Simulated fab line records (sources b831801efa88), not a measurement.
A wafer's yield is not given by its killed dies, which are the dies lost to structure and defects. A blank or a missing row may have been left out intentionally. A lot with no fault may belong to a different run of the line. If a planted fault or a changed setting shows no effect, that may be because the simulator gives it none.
Comparing a struck lot with a sound one ; flow gf180mcu ; 14 out of 602 route steps
Sound: the wafers L482.1, L482.2, L482.6. Wafers L472.3, L472.5, L472.6 were the ones struck. The cause is given at the end.
Per side, at each step with rows, come the tool, then ch with its chambers, and then its first start. Under that, the readings that differ: sound wafers ; struck wafers ; difference of the means ; sigmas: that difference in standard deviations of wafers without a fault.
alike: same words and numbers on both sides, and readings whose means sit less than 2 such deviations apart. not compared: any withheld reading, any reading some wafer has no value for, any bound like >300 that may hide the same value, and any number with overlapping values for which the record gives no deviation.
Wherever a step has rows on one side only, a row that says differs or no value, or a row with sigmas, the two part there. When numbers do not overlap yet have no deviation, they are printed without sigmas and do not part them. Lack of a reading on every wafer of one side parts them only where that side has two or more wafers.

first, 1 step without rows for these wafers: GF_VT_IMPLANT_IMPLANT_41.
GF_VT_IMPLANT_STRIP_42: strips in O2/N2.
  sound on plasma_asher-01 ch 0,1, day 11 21:46; struck on plasma_asher-03 ch 0,1, day 9 00:39
  alike: drypump_motor_current_A, heater_power_w, oes_product_au, strip_time_to_endpoint_s
  not compared: rf_hours_counter_h
GF_VT_IMPLANT_TW_MEAS_43:
  struck on film_metro-04, day 9 00:44; sound on film_metro-02, day 11 21:52
reading;sound;struck;difference;sigmas
VT_IMPLANT_4_TW;682 689 691;697 696 697;+9;+3
then, 1 step without rows for these wafers: GF_VT_IMPLANT_CLEAN_44 (cleans in SC1/SC2, time 150 s).
GF_VT_IMPLANT_RTA_45: time 30 s.
  sound on rtp_anneal-01 ch 0, day 11 21:58; struck on rtp_anneal-01 ch 0, day 9 00:52
  alike: anneal_temp_c_max, lamp_power_pct, wafer_temp_C_max
GF_VT_IMPLANT_RS_MEAS_46: measurement is done with a four-point probe.
  struck on film_metro-01, day 9 00:58; sound on film_metro-04, day 11 22:04
  alike: MVSD_RS
GF_VT_IMPLANT_RS_MEAS_47: measurement is done with a four-point probe.
  struck on film_metro-01, day 9 01:05; sound on film_metro-04, day 11 22:11
  alike: NWELL_RS
GF_VT_IMPLANT_RS_MEAS_48: measurement is done with a four-point probe.
  struck on film_metro-01, day 9 01:13; sound on film_metro-04, day 11 22:19
  alike: LVPWELL_RS
GF_VT_IMPLANT_RS_MEAS_49: measurement is done with a four-point probe.
  struck on film_metro-01, day 9 01:20; sound on film_metro-04, day 11 22:26
  alike: MVPSD_RS
then, 3 steps without rows for these wafers: GF_VT_IMPLANT_WET_ETCH_50 (etches SiO2 in dHF, target depth 20 nm, time 400 s); GF_DUAL_GATE_CLEAN_00 (cleans in SC1/SC2, time 150 s); GF_DUAL_GATE_CLEAN_01 (cleans in dHF, time 20 s).
GF_DUAL_GATE_OXIDATION_02: stabilise 600 s, purge 300 s, target thk 10.887 nm.
  struck on furnace-01, day 9 01:36; sound on furnace-01 ch 0, day 11 23:06
  no value came back on the struck wafers for any of 7 readings (ox_temp_c (C), ox_temp_c_max and others); on the sound wafers ox_temp_c (C) reads 899.6 900.2 900.4
then, 1 step without rows for these wafers: GF_DUAL_GATE_DEHYDRATE_04 (time 60 s).

== WHERE THEY PART ==
Last at GF_DUAL_GATE_OXIDATION_02 as far as this record goes, first at GF_VT_IMPLANT_TW_MEAS_43.

WHY: what the simulator had put in
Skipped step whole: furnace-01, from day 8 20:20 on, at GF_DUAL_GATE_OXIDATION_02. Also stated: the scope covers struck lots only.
